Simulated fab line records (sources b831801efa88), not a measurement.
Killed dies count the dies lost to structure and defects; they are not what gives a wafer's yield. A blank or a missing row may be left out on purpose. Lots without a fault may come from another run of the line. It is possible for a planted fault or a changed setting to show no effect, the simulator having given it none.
Problem report in the 8D (eight disciplines) form, filled by code || flow sky130 || the parts of the form that need people (team, actions taken, sign-off) are left out

1. WHAT IS WRONG
At SKY_PAD_OPEN_PROBE_99, killed_at_front_end averages 421 over 9 wafers from 3 lots, while fault-free wafers read 16, standard deviation 4.6. That is +88 standard deviations from the usual mean.
Earliest sighting: wafer L120.2 on prober-01 at day 48 10:05. The record holds 9 wafers of 3 lots with a number at this step. Rule for "out", or "out of limits": more than 4 standard deviations from the usual mean. Any other wafer with a number is counted as sound.

2. WHAT IT IS, AND WHAT IT ISN'T
{"question": "which readings at this step", "is": "killed_at_front_end, killed_dies, killed_on_rim", "is not": "killed_at_M0_to_M3, killed_at_contacts, killed_open, killed_short"}
{"question": "which lots", "is": "L119, L120, L121", "is not": "-"}
{"question": "which wafers of those lots", "is": "all that have a number", "is not": "-"}
{"question": "read on which tools", "is": "prober-01, prober-02", "is not": "-"}
{"question": "when", "is": "from day 48 10:05", "is not": "up to then (0 sound wafers)"}

3. THE SUSPECTS, EACH WITH WHAT RULES IT OUT
Counting: a tool at a process step up to the reading stays a suspect if it ran every lot that is out and no sound lot after the first of them.
- litho_track-03 at SKY_VT_ADJUST_PCH_DEVELOP_06 (develop time 60 s): kept. It ran every lot that is out, first L119 (day 13 15:00), and no sound lot after that.
Remaining after the count: litho_track-03 at SKY_VT_ADJUST_PCH_DEVELOP_06.

4. THE CAUSE (what the simulator had put in)
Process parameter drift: litho_track-03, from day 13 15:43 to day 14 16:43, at SKY_VT_ADJUST_PCH_DEVELOP_06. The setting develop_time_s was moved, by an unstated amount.
Only this tool survived the counting.

5. THE CHAIN OF EFFECTS, in route order
Rows list readings where the struck wafers' mean (over those with a number) sits beyond 3 standard deviations from the usual. Only readings for which the record gives a usual standard deviation are gone through. hours: the time from each lot's start at the first step in this table that gives one to its start at this step, as a median over the lots. sigmas: the change in usual standard deviations.
{"hours": 0, "step": "SKY_PAD_OPEN_PROBE_99", "reading": "killed_at_front_end", "usual": 16, "on struck wafers": 421, "change": "+405", "sigmas": "+88"}
{"hours": 0, "step": "SKY_PAD_OPEN_PROBE_99", "reading": "killed_dies", "usual": 87, "on struck wafers": 492, "change": "+405", "sigmas": "+43"}
{"hours": 0, "step": "SKY_PAD_OPEN_PROBE_99", "reading": "killed_on_rim", "usual": 17, "on struck wafers": 96, "change": "+79", "sigmas": "+20"}
Process steps it contains:
- SKY_PAD_OPEN_PROBE_99
Readings that are blank on the struck wafers while sound wafers have them: VT_ADJUST_PCH_OVL at SKY_VT_ADJUST_PCH_OVL_MEAS_07.

6. HOW IT WOULD HAVE BEEN CAUGHT EARLIER
In this record the first reading out of limits was taken at day 48 10:05, 834 hours after the fault began at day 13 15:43.
Between SKY_VT_ADJUST_PCH_DEVELOP_06 and SKY_PAD_OPEN_PROBE_99, SKY_VT_ADJUST_PCH_OVL_MEAS_07 gave no VT_ADJUST_PCH_OVL on the struck wafers, where sound wafers have one: a measuring or inspecting step that comes back empty is itself a sign.
All the lots that are out (3) had begun SKY_VT_ADJUST_PCH_DEVELOP_06 on litho_track-03 by day 48 10:05. Holding the tool at that point would not have protected any of them.
